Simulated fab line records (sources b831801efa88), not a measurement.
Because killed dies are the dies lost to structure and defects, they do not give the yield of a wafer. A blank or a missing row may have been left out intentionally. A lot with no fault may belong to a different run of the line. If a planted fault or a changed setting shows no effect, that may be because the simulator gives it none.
fab line records + flow gf180mcu + part 2 of 2: steps 26 to 34 of 34
record:
- lots: 5
- wafers: 15
- lastDay: 34
route steps=602 shown V4@486 MIM@503
lots that met no fault: taken from a fault-free run of the same line
startH: start of the lot's first displayed wafer, in hours after the record's first day + waitH: hours from the lot's prior step to this one + " same as the row above + L1.1+2: one row covering several wafers at once + - no value present, or no start provided + * or withheld: withheld + < > ~ a bound
route shown NAME@n: a module of which the file shows steps, and the number in the route of the first + usual: mean/standard deviation taken from wafers without a fault + same: alike in all rows + chamber/n: place in a boat + sites: per-site readings + _std_site: the standard deviation of these + _edge_site: mean of outer sites minus mean of inner sites + radiusMm: for every site, how far away it sits from the centre of the wafer + mask NAME#n: copy n + behind: the tool/chamber that last shaped the wafer + hold: cause of the lot's hold/its duration in hours/its outcome + device: transistor that didn't switch, given as n, p or np + end of line: the same wafers' tests at the end of the route + a step with no rows: only its recipe + killed: the dies lost at the first sort to structure and to defects; this is not the yield of the wafer + map: a wafer's dies, marking killed ones x, the rest . and places with no die _
set.NAME: the run value of the setting; set.NAME@STEP: its run value at that earlier step + model.NAME: the simulator's own value behind a step, which no gauge read
lots seen at some steps along the route; tables by step, rows by wafer
services: a tool's chamber out of use, with start hour (startH, from the record's first day; less than 0 if before it), hours out, and reason
== steps ==
step: GF_MIM_SPUTTER_08
recipe:
- material: AlCu
- targetThkNm: 200
- powerW: 10600
- timeS: 10.6
- chamberPressurePa: 0.4
usual:
- throttleValvePct: 29.8/1.2
| lot.wafer | tool          | chamber | startH | waitH | throttleValvePct |
|-----------|---------------|---------|--------|-------|------------------|
| L075.1    | pvdSputter-03 | -       | 584.38 | 0.0   | 28.1             |
| L075.3    | "             | -       | "      | "     | 28.9             |
| L075.4    | "             | -       | "      | "     | 29.0             |
| L078.4    | pvdSputter-03 | -       | 602.23 | 0.0   | 29.3             |
| L078.5    | "             | -       | "      | "     | 29.3             |
| L078.6    | "             | -       | "      | "     | 28.1             |
| L085.1    | pvdSputter-01 | -       | 653.78 | 0.0   | 29.4             |
| L085.2    | "             | -       | "      | "     | 29.5             |
| L085.3    | "             | -       | "      | "     | 28.1             |
| L093.2    | pvdSputter-01 | -       | 708.41 | 0.0   | 29.1             |
| L093.4    | "             | -       | "      | "     | 31.9             |
| L093.5    | "             | -       | "      | "     | 31.9             |
| L096.1    | pvdSputter-03 | -       | 721.98 | 0.0   | 28.0             |
| L096.3    | "             | -       | "      | "     | 30.9             |
| L096.5    | "             | -       | "      | "     | 28.0             |
step: GF_MIM_SPUTTER_09
recipe:
- material: TiN
- targetThkNm: 35
- powerW: 6500
- timeS: 29.2
- chamberPressurePa: 0.4
usual:
- throttleValvePct: 29.8/1.2
| lot.wafer | tool          | chamber | startH | waitH | throttleValvePct |
|-----------|---------------|---------|--------|-------|------------------|
| L075.1    | pvdSputter-03 | -       | 584.41 | 0.0   | 27.9             |
| L075.3    | "             | -       | "      | "     | 29.2             |
| L075.4    | "             | -       | "      | "     | 29.2             |
| L078.4    | pvdSputter-03 | -       | 602.25 | 0.0   | 29.1             |
| L078.5    | "             | -       | "      | "     | 29.1             |
| L078.6    | "             | -       | "      | "     | 28.2             |
| L085.1    | pvdSputter-01 | -       | 653.80 | 0.0   | 29.1             |
| L085.2    | "             | -       | "      | "     | 29.2             |
| L085.3    | "             | -       | "      | "     | 28.2             |
| L093.2    | pvdSputter-01 | -       | 708.43 | 0.0   | 29.2             |
| L093.4    | "             | -       | "      | "     | 32.0             |
| L093.5    | "             | -       | "      | "     | 32.0             |
| L096.1    | pvdSputter-03 | -       | 722.00 | 0.0   | 28.1             |
| L096.3    | "             | -       | "      | "     | 31.0             |
| L096.5    | "             | -       | "      | "     | 27.8             |
step: GF_MIM_RS_MEAS_10
recipe:
- thkMeasGauge: four-point-probe
- reads: TiN_of_MIM_SPUTTER_09+AlCu_of_MIM_SPUTTER_08+TiN_of_MIM_SPUTTER_07
usual:
- MIM_ALCU_RS: 0.1601/0.0024
| lot.wafer | tool         | chamber | startH | waitH | MIM_ALCU_RS[ohm/sq] |
|-----------|--------------|---------|--------|-------|---------------------|
| L075.1    | filmMetro-03 | -       | 584.44 | 0.0   | 0.1600              |
| L075.3    | "            | -       | "      | "     | 0.1595              |
| L075.4    | "            | -       | "      | "     | 0.1592              |
| L078.4    | filmMetro-01 | -       | 602.34 | 0.1   | 0.1627              |
| L078.5    | "            | -       | "      | "     | 0.1625              |
| L078.6    | "            | -       | "      | "     | 0.1625              |
| L085.1    | filmMetro-01 | -       | 653.83 | 0.0   | 0.1600              |
| L085.2    | "            | -       | "      | "     | 0.1624              |
| L085.3    | "            | -       | "      | "     | 0.1589              |
| L093.2    | filmMetro-03 | -       | 708.48 | 0.0   | 0.1595              |
| L093.4    | "            | -       | "      | "     | 0.1562              |
| L093.5    | "            | -       | "      | "     | 0.1561              |
| L096.1    | filmMetro-02 | -       | 722.03 | 0.0   | 0.1596              |
| L096.3    | "            | -       | "      | "     | 0.1624              |
| L096.5    | "            | -       | "      | "     | 0.1609              |
step: GF_MIM_THK_MEAS_11
recipe:
- thkMeasGauge: xrf
- reads: AlCu_of_MIM_SPUTTER_08
usual:
- MIM_ALCU_THK: 200/3
| lot.wafer | tool         | chamber | startH | waitH | MIM_ALCU_THK[nm] |
|-----------|--------------|---------|--------|-------|------------------|
| L075.1    | filmMetro-03 | -       | 584.56 | 0.1   | 199              |
| L075.3    | "            | -       | "      | "     | 199              |
| L075.4    | "            | -       | "      | "     | 200              |
| L078.4    | filmMetro-01 | -       | 602.43 | 0.1   | 196              |
| L078.5    | "            | -       | "      | "     | 197              |
| L078.6    | "            | -       | "      | "     | 197              |
| L085.1    | filmMetro-01 | -       | 653.95 | 0.1   | 199              |
| L085.2    | "            | -       | "      | "     | 198              |
| L085.3    | "            | -       | "      | "     | 202              |
| L093.2    | filmMetro-03 | -       | 708.59 | 0.1   | 200              |
| L093.4    | "            | -       | "      | "     | 204              |
| L093.5    | "            | -       | "      | "     | 204              |
| L096.1    | filmMetro-02 | -       | 722.15 | 0.1   | 202              |
| L096.3    | "            | -       | "      | "     | 199              |
| L096.5    | "            | -       | "      | "     | 200              |
step: GF_MIM_DEHYDRATE_12
recipe:
- tempC: 200
- timeS: 60
usual:
- resistLineTempC: 23.01/0.097
| lot.wafer | tool          | chamber | startH | waitH | resistLineTempC |
|-----------|---------------|---------|--------|-------|-----------------|
| L075.1    | lithoTrack-04 | 0       | 594.31 | 9.7   | 22.92           |
| L075.3    | "             | 0       | "      | "     | 23.00           |
| L075.4    | "             | 0       | "      | "     | 22.98           |
| L078.4    | lithoTrack-02 | 0       | 612.30 | 9.9   | 23.07           |
| L078.5    | "             | 0       | "      | "     | 23.09           |
| L078.6    | "             | 0       | "      | "     | 22.98           |
| L085.1    | lithoTrack-04 | 0       | 662.61 | 8.6   | 23.11           |
| L085.2    | "             | 0       | "      | "     | 22.90           |
| L085.3    | "             | 0       | "      | "     | 22.90           |
| L093.2    | lithoTrack-04 | 0       | 717.43 | 8.8   | 22.97           |
| L093.4    | "             | 0       | "      | "     | 23.06           |
| L093.5    | "             | 0       | "      | "     | 23.03           |
| L096.1    | lithoTrack-04 | 0       | 730.36 | 8.2   | 22.80           |
| L096.3    | "             | 0       | "      | "     | 22.96           |
| L096.5    | "             | 0       | "      | "     | 22.91           |
step: GF_MIM_HMDS_13
recipe:
- primeTimeS: 60
- primeTempC: 120
usual:
- primeTempC: 120.02/0.13
- resistLineTempC: 22.99/0.1
same:
- primeTimeS: 60
| lot.wafer | tool          | chamber | startH | waitH | primeTempC | resistLineTempC |
|-----------|---------------|---------|--------|-------|------------|-----------------|
| L075.1    | lithoTrack-04 | 0       | 594.46 | 0.1   | 119.89     | 22.96           |
| L075.3    | "             | 0       | "      | "     | 119.86     | 22.87           |
| L075.4    | "             | 0       | "      | "     | 119.99     | 22.88           |
| L078.4    | lithoTrack-02 | 0       | 612.45 | 0.1   | 119.85     | 23.09           |
| L078.5    | "             | 0       | "      | "     | 120.03     | 23.00           |
| L078.6    | "             | 0       | "      | "     | 120.00     | 22.90           |
| L085.1    | lithoTrack-04 | 0       | 662.76 | 0.1   | 120.07     | 23.13           |
| L085.2    | "             | 0       | "      | "     | 119.98     | 23.00           |
| L085.3    | "             | 0       | "      | "     | 120.09     | 23.16           |
| L093.2    | lithoTrack-04 | 0       | 717.58 | 0.1   | 119.96     | 23.05           |
| L093.4    | "             | 0       | "      | "     | 119.89     | 22.97           |
| L093.5    | "             | 0       | "      | "     | 119.94     | 23.00           |
| L096.1    | lithoTrack-04 | 0       | 730.51 | 0.1   | 120.22     | 23.09           |
| L096.3    | "             | 0       | "      | "     | 120.18     | 23.06           |
| L096.5    | "             | 0       | "      | "     | 120.15     | 23.02           |
step: GF_MIM_COAT_14
recipe:
- resist: NOVOLAK
- spinRpm: 3000
- resistThkNm: 1000
usual:
- dispensePressureKPa: 50.0/0.78
- resistLineTempC: 22.98/0.12
| lot.wafer | tool          | chamber | startH | waitH | dispensePressureKPa | resistLineTempC |
|-----------|---------------|---------|--------|-------|---------------------|-----------------|
| L075.1    | lithoTrack-04 | 0       | 594.61 | 0.1   | 49.3                | 23.00           |
| L075.3    | "             | 0       | "      | "     | 49.2                | 23.07           |
| L075.4    | "             | 0       | "      | "     | 49.3                | 23.02           |
| L078.4    | lithoTrack-02 | 0       | 612.60 | 0.1   | 51.0                | 23.10           |
| L078.5    | "             | 0       | "      | "     | 51.0                | 23.13           |
| L078.6    | "             | 0       | "      | "     | 51.0                | 23.03           |
| L085.1    | lithoTrack-04 | 0       | 662.91 | 0.1   | 49.3                | 22.87           |
| L085.2    | "             | 0       | "      | "     | 49.3                | 22.93           |
| L085.3    | "             | 0       | "      | "     | 49.3                | 22.83           |
| L093.2    | lithoTrack-04 | 0       | 717.73 | 0.1   | 49.3                | 22.98           |
| L093.4    | "             | 0       | "      | "     | 49.3                | 23.24           |
| L093.5    | "             | 0       | "      | "     | 49.3                | 23.03           |
| L096.1    | lithoTrack-04 | 0       | 730.66 | 0.1   | 49.3                | 22.80           |
| L096.3    | "             | 0       | "      | "     | 49.3                | 22.86           |
| L096.5    | "             | 0       | "      | "     | 49.3                | 22.95           |
step: GF_MIM_SOFTBAKE_15
recipe:
- tempC: 90
- timeS: 60
- resist: NOVOLAK
usual:
- resistLineTempC: 23.00/0.11
| lot.wafer | tool          | chamber | startH | waitH | resistLineTempC |
|-----------|---------------|---------|--------|-------|-----------------|
| L075.1    | lithoTrack-04 | 0       | 594.76 | 0.1   | 23.01           |
| L075.3    | "             | 0       | "      | "     | 23.05           |
| L075.4    | "             | 0       | "      | "     | 22.86           |
| L078.4    | lithoTrack-02 | 0       | 612.75 | 0.1   | 22.99           |
| L078.5    | "             | 0       | "      | "     | 23.23           |
| L078.6    | "             | 0       | "      | "     | 22.98           |
| L085.1    | lithoTrack-04 | 0       | 663.06 | 0.1   | 22.94           |
| L085.2    | "             | 0       | "      | "     | 22.80           |
| L085.3    | "             | 0       | "      | "     | 22.87           |
| L093.2    | lithoTrack-04 | 0       | 717.88 | 0.1   | 22.97           |
| L093.4    | "             | 0       | "      | "     | 22.95           |
| L093.5    | "             | 0       | "      | "     | 23.02           |
| L096.1    | lithoTrack-04 | 0       | 730.81 | 0.1   | 23.16           |
| L096.3    | "             | 0       | "      | "     | 23.04           |
| L096.5    | "             | 0       | "      | "     | 23.09           |
step: GF_MIM_EXPOSE_16
recipe:
- maskId: FuseTop
- targetCdNm: 2000
- na: 0.6
- sourceShape: conventional
- sigmaOuter: 0.6
- doseMj: 140
usual:
- reticleTempC: 22.99/0.11
| lot.wafer | tool            | chamber | startH | waitH | mask      | reticleTempC |
|-----------|-----------------|---------|--------|-------|-----------|--------------|
| L075.1    | ilineStepper-02 | 0       | -      | -     | FuseTop#0 | 22.77        |
| L075.3    | "               | 0       | "      | "     | FuseTop#0 | 22.90        |
| L075.4    | "               | 0       | "      | "     | FuseTop#0 | 22.84        |
| L078.4    | ilineStepper-02 | 0       | -      | -     | FuseTop#0 | 22.97        |
| L078.5    | "               | 0       | "      | "     | FuseTop#0 | 23.15        |
| L078.6    | "               | 0       | "      | "     | FuseTop#0 | 22.99        |
| L085.1    | ilineStepper-01 | 0       | -      | -     | FuseTop#0 | 23.07        |
| L085.2    | "               | 0       | "      | "     | FuseTop#0 | 22.96        |
| L085.3    | "               | 0       | "      | "     | FuseTop#0 | 23.02        |
| L093.2    | ilineStepper-01 | 0       | -      | -     | FuseTop#0 | 22.91        |
| L093.4    | "               | 0       | "      | "     | FuseTop#0 | 22.90        |
| L093.5    | "               | 0       | "      | "     | FuseTop#0 | 23.11        |
| L096.1    | ilineStepper-02 | 0       | -      | -     | FuseTop#0 | 23.08        |
| L096.3    | "               | 0       | "      | "     | FuseTop#0 | 22.91        |
| L096.5    | "               | 0       | "      | "     | FuseTop#0 | 23.08        |
== services ==
| tool            | chamber | startH | hours | kind   |
|-----------------|---------|--------|-------|--------|
| krfScanner-02   | -       | 549.77 | 0.9   | repair |
| plasmaAsher-04  | -       | 551.82 | 4.8   | repair |
| pecvd-04        | -       | 559.55 | 4.3   | pm     |
| ilineStepper-02 | -       | 563.99 | 30.6  | repair |
| krfScanner-02   | -       | 565.73 | 1.3   | pm     |
| pecvd-04        | -       | 566.37 | 0.5   | repair |
| pvdSputter-04   | -       | 566.78 | 3.0   | repair |
| krfScanner-02   | -       | 567.23 | 1.0   | pm     |
| pvdSputter-04   | -       | 570.02 | 13.8  | repair |
| cmp-02          | -       | 571.23 | 7.0   | repair |
| cmp-02          | -       | 578.19 | 4.0   | pm     |
| pvdSputter-04   | -       | 588.17 | 3.0   | repair |
| pecvd-04        | 0       | 605.14 | 14.7  | repair |
| pvdSputter-04   | -       | 606.44 | 3.1   | repair |
| plasmaAsher-04  | -       | 621.35 | 4.1   | repair |
| pvdSputter-04   | -       | 630.15 | 7.7   | repair |
| krfScanner-02   | -       | 631.10 | 0.8   | pm     |
| rieDiel-03      | -       | 641.52 | 2.8   | pm     |
| cmp-02          | -       | 645.54 | 5.5   | pm     |
| krfScanner-02   | -       | 653.00 | 4.4   | pm     |
| cmp-02          | -       | 677.36 | 2.9   | repair |
| rieDiel-03      | -       | 684.51 | 15.6  | pm     |
| pvdSputter-04   | -       | 712.74 | 0.7   | repair |
| pvdSputter-04   | -       | 718.97 | 1.5   | repair |
